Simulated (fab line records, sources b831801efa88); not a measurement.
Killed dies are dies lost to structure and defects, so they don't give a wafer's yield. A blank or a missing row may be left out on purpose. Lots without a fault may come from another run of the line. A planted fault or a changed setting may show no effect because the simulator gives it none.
fab line records | flow sky130
record lots=14 wafers=42 last_day=50
route steps=708 shown VT_ADJUST_LVTN@115 VT_ADJUST_NCORE@130 SONOS_TUNNEL@162 GATE_OXIDE@188 PAD_OPEN@708
lots that met no fault: from a run of the same line without faults
start_h: hours from the record's first day to the start of the lot's first wafer shown | wait_h: hours since the lot's step before | " the same as in the row above | L1.1+2: a row that stands for several wafers | - no value, or no start given | * or withheld: withheld | < > ~ a bound
route shown NAME@n: a module of which the file shows steps, and the number in the route of the first | usual: mean/standard deviation of fault-free wafers | same: alike in all rows | chamber/n: place in a boat | sites: the reading at each site | _std_site: their standard deviation | _edge_site: outer sites' mean less inner sites' | radius_mm: how far each site lies from the wafer's centre | mask NAME#n: copy n | behind: the tool/chamber that last shaped the wafer | hold: why the lot was held/for how many hours/how that ended | device: the transistor (n, p or np) that didn't switch | end of line: the same wafers' tests at the end of the route | a step without rows: its recipe alone | killed: dies lost to structure and defects at the first sort, not the wafer's yield | map: a wafer's dies, x killed, . not, _ none there
set.NAME: the setting as run; set.NAME@STEP: as run at that earlier step | model.NAME: the simulator's own value behind a step, which no gauge read
steps of the route over a sample of lots; a table a step, a row a wafer
services: from which hour (start_h, from the record's first day; less than 0 if before it) a tool's chamber was out of use, for how many hours, and why
## steps
# step SKY_VT_ADJUST_LVTN_OVL_MEAS_18
# usual VT_ADJUST_LVTN_01_OVL=0.5/1.6
# columns lot.wafer tool chamber start_h wait_h VT_ADJUST_LVTN_01_OVL[nm]
L272.1 overlay-01 - 163.32 0.1 0.0
L272.3 " - " " -0.2
L272.6 " - " " 1.1
L274.2 overlay-02 - 177.12 0.1 -1.3
L274.3 " - " " 0.5
L274.4 " - " " -0.7
L275.3 overlay-01 - 182.91 0.1 -0.7
L275.5 " - " " 0.4
L275.6 " - " " 0.0
L276.2 overlay-02 - 187.56 0.1 -0.5
L276.3 " - " " -1.6
L276.6 " - " " -0.7
L277.1 overlay-01 - 195.42 0.1 -0.2
L277.3 " - " " -1.4
L277.5 " - " " -1.3
L278.3 overlay-01 - 205.51 0.1 1.7
L278.4 " - " " 1.9
L278.5 " - " " 0.4
L286.1 overlay-02 - 256.16 0.1 -0.8
L286.2 " - " " -1.3
L286.6 " - " " 0.7
L288.1 overlay-01 - 271.82 0.1 1.9
L288.4 " - " " 0.8
L288.5 " - " " 1.3
L289.2 overlay-02 - 279.47 0.1 -2.4
L289.5 " - " " -1.9
L289.6 " - " " -2.5
L290.1 overlay-01 - 287.31 0.1 3.0
L290.3 " - " " 1.3
L290.5 " - " " 1.6
L292.1 overlay-01 - 302.22 0.1 -0.1
L292.2 " - " " 1.4
L292.6 " - " " 1.5
L293.2 overlay-02 - 307.67 0.1 1.5
L293.4 " - " " 0.3
L293.6 " - " " 0.1
L294.1 overlay-02 - 315.11 0.1 1.1
L294.4 " - " " 1.5
L294.6 " - " " 2.5
L295.1 overlay-02 - 320.87 0.1 1.2
L295.2 " - " " 0.2
L295.6 " - " " 1.0
# step SKY_VT_ADJUST_NCORE_TW_MEAS_11
# usual VT_ADJUST_NCORE_TW=218.8/1.2
# columns lot.wafer tool chamber start_h wait_h VT_ADJUST_NCORE_TW
L272.1 film_metro-02 - 184.82 0.1 216.6
L272.3 " - " " 217.2
L272.6 " - " " 217.4
L274.2 film_metro-02 - 198.68 0.1 218.2
L274.3 " - " " 218.2
L274.4 " - " " 218.6
L275.3 film_metro-02 - 205.09 0.1 218.3
L275.5 " - " " 216.7
L275.6 " - " " 219.1
L276.2 film_metro-03 - 209.98 0.1 218.2
L276.3 " - " " 219.7
L276.6 " - " " 218.5
L277.1 film_metro-02 - 217.46 0.1 216.7
L277.3 " - " " 217.1
L277.5 " - " " 216.5
L278.3 film_metro-03 - 228.21 0.1 219.0
L278.4 " - " " 220.5
L278.5 " - " " 220.5
L286.1 film_metro-03 - 281.07 0.1 219.6
L286.2 " - " " 219.2
L286.6 " - " " 220.2
L288.1 film_metro-02 - 297.66 0.1 216.6
L288.4 " - " " 218.5
L288.5 " - " " 217.8
L289.2 film_metro-04 - 304.78 0.1 221.0
L289.5 " - " " 219.6
L289.6 " - " " 220.7
L290.1 film_metro-04 - 313.57 0.1 219.3
L290.3 " - " " 219.6
L290.5 " - " " 219.6
L292.1 film_metro-04 - 329.16 0.1 219.3
L292.2 " - " " 218.0
L292.6 " - " " 219.0
L293.2 film_metro-03 - 334.97 0.1 219.4
L293.4 " - " " 219.7
L293.6 " - " " 218.2
L294.1 film_metro-03 - 342.46 0.1 217.5
L294.4 " - " " 218.4
L294.6 " - " " 217.2
L295.1 film_metro-02 - 347.76 0.1 217.0
L295.2 " - " " 218.3
L295.6 " - " " 217.8
# step SKY_SONOS_TUNNEL_OVL_MEAS_08
# usual SONOS_TUNNEL_OVL=0.5/1.5
# columns lot.wafer tool chamber start_h wait_h SONOS_TUNNEL_OVL[nm]
L272.1 overlay-01 - 252.94 0.1 1.5
L272.3 " - " " 0.9
L272.6 " - " " 1.2
L274.2 overlay-02 - 266.29 0.1 1.7
L274.3 " - " " 1.6
L274.4 " - " " 2.2
L275.3 overlay-02 - 274.05 0.1 -0.6
L275.5 " - " " 1.2
L275.6 " - " " -1.1
L276.2 overlay-01 - 279.29 0.1 -0.9
L276.3 " - " " -0.8
L276.6 " - " " -2.2
L277.1 overlay-02 - 288.33 0.1 -0.4
L277.3 " - " " -0.3
L277.5 " - " " -0.6
L278.3 overlay-02 - 300.70 0.1 1.1
L278.4 " - " " 1.2
L278.5 " - " " 1.0
L286.1 overlay-01 - 361.12 0.1 2.3
L286.2 " - " " 1.0
L286.6 " - " " 1.2
L288.1 overlay-01 - 380.39 0.1 -0.7
L288.4 " - " " 0.9
L288.5 " - " " 0.1
L289.2 overlay-02 - 388.59 0.1 0.6
L289.5 " - " " -0.6
L289.6 " - " " -1.1
L290.1 overlay-02 - 398.37 0.1 2.5
L290.3 " - " " 1.9
L290.5 " - " " 4.1
L292.1 overlay-02 - 415.28 0.1 2.5
L292.2 " - " " 0.4
L292.6 " - " " 2.5
L293.2 overlay-02 - 421.69 0.1 -0.5
L293.4 " - " " -1.7
L293.6 " - " " -0.3
L294.1 overlay-01 - 429.92 0.1 1.9
L294.4 " - " " 0.8
L294.6 " - " " 1.6
L295.1 overlay-02 - 435.94 0.1 -0.6
L295.2 " - " " -0.1
L295.6 " - " " -1.0
# step SKY_GATE_OXIDE_OXIDATION_01
# recipe temp_c=900 ambient=O2 stabilise_s=600 purge_s=300 target_thk_a=102.68 ox_time_s=1473
# usual ox_time_s=1473/0 spike_tc_bottom_C=918/4.4
# columns lot.wafer tool chamber start_h wait_h ox_time_s spike_tc_bottom_C
L272.1 furnace-01 0 285.85 1.1 1473 922
L272.3 " 0 " " 1473 922
L272.6 " 0 " " 1473 922
L274.2 furnace-01 0 300.51 0.9 1473 922
L274.3 " 0 " " 1473 922
L274.4 " 0 " " 1473 922
L275.3 furnace-01 0 304.44 0.5 1473 921
L275.5 " 0 " " 1473 921
L275.6 " 0 " " 1473 922
L276.2 furnace-01 0 310.21 0.5 1296.2 922
L276.3 " 0 " " 1296.2 923
L276.6 " 0 " " 1296.2 923
L277.1 furnace-02 0 323.40 0.0 1473 914
L277.3 " 0 " " 1473 913
L277.5 " 0 " " 1473 913
L278.3 furnace-01 0 334.03 0.6 1296.2 923
L278.4 " 0 " " 1296.2 921
L278.5 " 0 " " 1296.2 923
L286.1 furnace-01 0 396.05 0.3 1473 921
L286.2 " 0 " " 1473 920
L286.6 " 0 " " 1473 922
L288.1 furnace-02 0 417.17 1.2 1473 912
L288.4 " 0 " " 1473 913
L288.5 " 0 " " 1473 913
L289.2 furnace-02 0 425.17 1.9 1473 913
L289.5 " 0 " " 1473 915
L289.6 " 0 " " 1473 914
L290.1 furnace-02 0 435.24 1.4 1473 914
L290.3 " 0 " " 1473 914
L290.5 " 0 " " 1473 912
L292.1 furnace-02 0 451.92 0.0 1473 912
L292.2 " 0 " " 1473 916
L292.6 " 0 " " 1473 911
L293.2 furnace-01 0 460.96 0.0 1473 920
L293.4 " 0 " " 1473 923
L293.6 " 0 " " 1473 921
L294.1 furnace-01 0 469.83 0.5 1473 921
L294.4 " 0 " " 1473 921
L294.6 " 0 " " 1473 922
L295.1 furnace-02 0 475.91 0.0 1473 913
L295.2 " 0 " " 1473 914
L295.6 " 0 " " 1473 912
# step SKY_PAD_OPEN_PROBE_99
# usual killed_at_M0_to_M3=43/5.9 killed_at_M4_up=2.9/1.5 killed_at_contacts=24/5 killed_at_front_end=15/4.8 killed_at_other=0.2/0.5 killed_dies=86/9.3 killed_open=47/7.1 killed_short=38/6.3
# same gross_dies=492 killed_at_back_side=0
# columns lot.wafer tool chamber start_h wait_h killed_at_M0_to_M3 killed_at_M4_up killed_at_contacts killed_at_front_end killed_at_other killed_dies killed_open killed_short
L276.2 prober-01 - 1101.79 0.1 37 1 18 23 1 80 43 37
L276.3 prober-01 - 1101.84 0.2 39 4 21 19 0 83 44 39
L276.6 prober-01 - 1101.99 0.2 46 3 19 18 0 86 50 36
L277.1 prober-02 - 1112.70 0.1 44 3 28 14 1 90 46 44
L277.3 prober-02 - 1112.80 0.2 34 3 25 25 0 87 47 40
L277.5 prober-02 - 1112.90 0.2 46 2 23 17 0 88 47 41
L278.3 prober-01 - 1128.75 0.2 51 0 25 19 0 95 42 53
L278.4 prober-01 - 1128.80 0.2 44 4 33 14 0 95 51 44
L278.5 prober-01 - 1128.85 0.2 54 3 26 11 0 94 56 38
L292.1 prober-02 - 1194.82 0.1 43 4 29 13 0 89 61 28
L292.2 prober-02 - 1194.87 0.1 41 1 22 13 0 77 37 40
L292.6 prober-02 - 1195.07 0.2 35 2 28 11 0 76 48 28
L293.2 prober-01 - 1197.51 0.1 42 1 18 17 0 78 46 32
L293.4 prober-01 - 1197.61 0.2 39 3 12 16 0 70 37 33
L293.6 prober-01 - 1197.71 0.2 46 5 23 13 0 87 40 47
# killed by level:class
L276.2 POLY_GATE:geometric_particle:short=11 CONTACT:geometric_particle:open=9 METAL2:geometric_particle:short=8 VIA1:geometric_particle:open=6 VIA3:geometric_particle:open=6 VIA2:geometric_particle:open=6 LI_CONTACT:geometric_particle:short=4 METAL1:geometric_particle:short=4
L276.3 CONTACT:geometric_particle:open=11 METAL2:geometric_particle:short=8 POLY_GATE:geometric_particle:short=7 VIA1:geometric_particle:open=7 VIA3:geometric_particle:open=6 POLY_GATE:geometric_particle:open=5 LI_CONTACT:geometric_particle:short=4 LI_CONTACT:geometric_particle:open=4
L276.6 VIA3:geometric_particle:open=11 METAL1:geometric_particle:short=11 LI_CONTACT:geometric_particle:open=9 VIA2:geometric_particle:open=7 POLY_GATE:geometric_particle:open=6 CONTACT:geometric_particle:open=5 VIA1:geometric_particle:open=5 FIELD_ISO:geometric_particle:short=4
L277.1 VIA1:geometric_particle:open=14 CONTACT:geometric_particle:open=10 FIELD_ISO:geometric_particle:short=8 LI_CONTACT:geometric_particle:open=7 CONTACT:geometric_particle:short=7 METAL2:geometric_particle:short=5 VIA2:geometric_particle:short=5 VIA1:geometric_particle:short=4
L277.3 LI_CONTACT:geometric_particle:open=11 FIELD_ISO:geometric_particle:short=8 FIELD_ISO:geometric_particle:open=8 VIA3:geometric_particle:open=8 VIA1:geometric_particle:open=7 CONTACT:geometric_particle:short=5 METAL1:geometric_particle:short=5 POLY_GATE:geometric_particle:short=4
L277.5 VIA1:geometric_particle:open=11 VIA3:geometric_particle:open=9 LOCAL_INTERCONNECT:geometric_particle:short=8 LI_CONTACT:geometric_particle:open=6 FIELD_ISO:geometric_particle:open=5 METAL2:geometric_particle:short=5 POLY_GATE:geometric_particle:open=4 POLY_GATE:geometric_particle:short=4
L278.3 VIA1:geometric_particle:open=14 VIA1:geometric_particle:short=11 METAL1:geometric_particle:short=9 LI_CONTACT:geometric_particle:open=7 CONTACT:geometric_particle:open=7 METAL2:geometric_particle:short=6 SPACER:geometric_particle:short=5 LOCAL_INTERCONNECT:geometric_particle:short=5
L278.4 LI_CONTACT:geometric_particle:open=12 CONTACT:geometric_particle:open=12 VIA1:geometric_particle:open=11 METAL1:geometric_particle:short=11 VIA1:geometric_particle:short=6 VIA3:geometric_particle:open=6 POLY_GATE:geometric_particle:short=5 LOCAL_INTERCONNECT:geometric_particle:short=4
L278.5 VIA1:geometric_particle:open=18 LI_CONTACT:geometric_particle:open=9 CONTACT:geometric_particle:open=9 METAL1:geometric_particle:short=7 VIA1:geometric_particle:short=7 VIA2:geometric_particle:open=6 FIELD_ISO:geometric_particle:open=5 METAL3:geometric_particle:short=5
L292.1 VIA1:geometric_particle:open=14 CONTACT:geometric_particle:open=12 LI_CONTACT:geometric_particle:open=8 CONTACT:geometric_particle:short=8 VIA2:geometric_particle:open=8 FIELD_ISO:geometric_particle:open=4 METAL2:geometric_particle:short=4 METAL3:geometric_particle:open=4
L292.2 METAL2:geometric_particle:short=9 VIA1:geometric_particle:open=8 METAL1:geometric_particle:short=6 LI_CONTACT:geometric_particle:open=5 LOCAL_INTERCONNECT:geometric_particle:short=5 CONTACT:geometric_particle:open=5 VIA2:geometric_particle:open=5 CONTACT:geometric_particle:short=4
L292.6 CONTACT:geometric_particle:open=20 VIA1:geometric_particle:open=8 METAL1:geometric_particle:short=5 VIA2:geometric_particle:open=5 VIA3:geometric_particle:open=5 VIA2:geometric_particle:short=4 POLY_GATE:geometric_particle:short=3 LI_CONTACT:geometric_particle:open=3
L293.2 VIA2:geometric_particle:open=9 LI_CONTACT:geometric_particle:open=7 VIA1:geometric_particle:open=6 POLY_GATE:geometric_particle:open=6 CONTACT:geometric_particle:open=6 METAL2:geometric_particle:short=6 VIA3:geometric_particle:open=5 FIELD_ISO:geometric_particle:short=4
L293.4 VIA2:geometric_particle:open=6 FIELD_ISO:geometric_particle:open=5 POLY_GATE:geometric_particle:short=5 VIA3:geometric_particle:short=5 CONTACT:geometric_particle:open=5 METAL2:geometric_particle:short=5 LI_CONTACT:geometric_particle:open=4 VIA1:geometric_particle:open=4
L293.6 VIA1:geometric_particle:open=8 METAL2:geometric_particle:short=7 CONTACT:geometric_particle:short=6 METAL1:geometric_particle:short=6 VIA2:geometric_particle:open=6 FIELD_ISO:geometric_particle:open=5 CONTACT:geometric_particle:open=5 METAL2:geometric_particle:open=4
## services
# columns tool chamber start_h hours kind
furnace-02 - 334.64 1.1 pm
furnace-01 - 367.13 3.5 pm
furnace-01 - 389.10 1.5 repair
furnace-01 - 404.13 3.8 pm
furnace-02 - 418.58 3.2 pm
furnace-02 - 421.76 3.4 pm
furnace-01 - 454.05 3.4 pm
## key
first_sign step=SKY_GATE_OXIDE_OXIDATION_01 reading=ox_time_s direction=down sigmas=99+ usual=* struck=*
effect none on later readings
met_at SKY_GATE_OXIDE_OXIDATION_01
struck_lots L276,L278
tester_left_out L276,L278
not_acting_at SKY_VT_ADJUST_LVTN_OVL_MEAS_18,SKY_VT_ADJUST_NCORE_TW_MEAS_11,SKY_SONOS_TUNNEL_OVL_MEAS_08
onset_between 304.44 310.21
fault kind=process_parameter_drift tool=furnace-01 chamber=- onset_h=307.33 steps=SKY_GATE_OXIDE_OXIDATION_01 channel=ox_time_s offset=* shape=step end_h=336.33 acts_in=* stated=*
# tester_left_out: of these lots the tester's yield and bins aren't shown, on N5 and GAA mostly nor the transistor test; their killed dies are dies lost to structure and defects alone, not to doping, threshold or leakage, so they don't give the yield
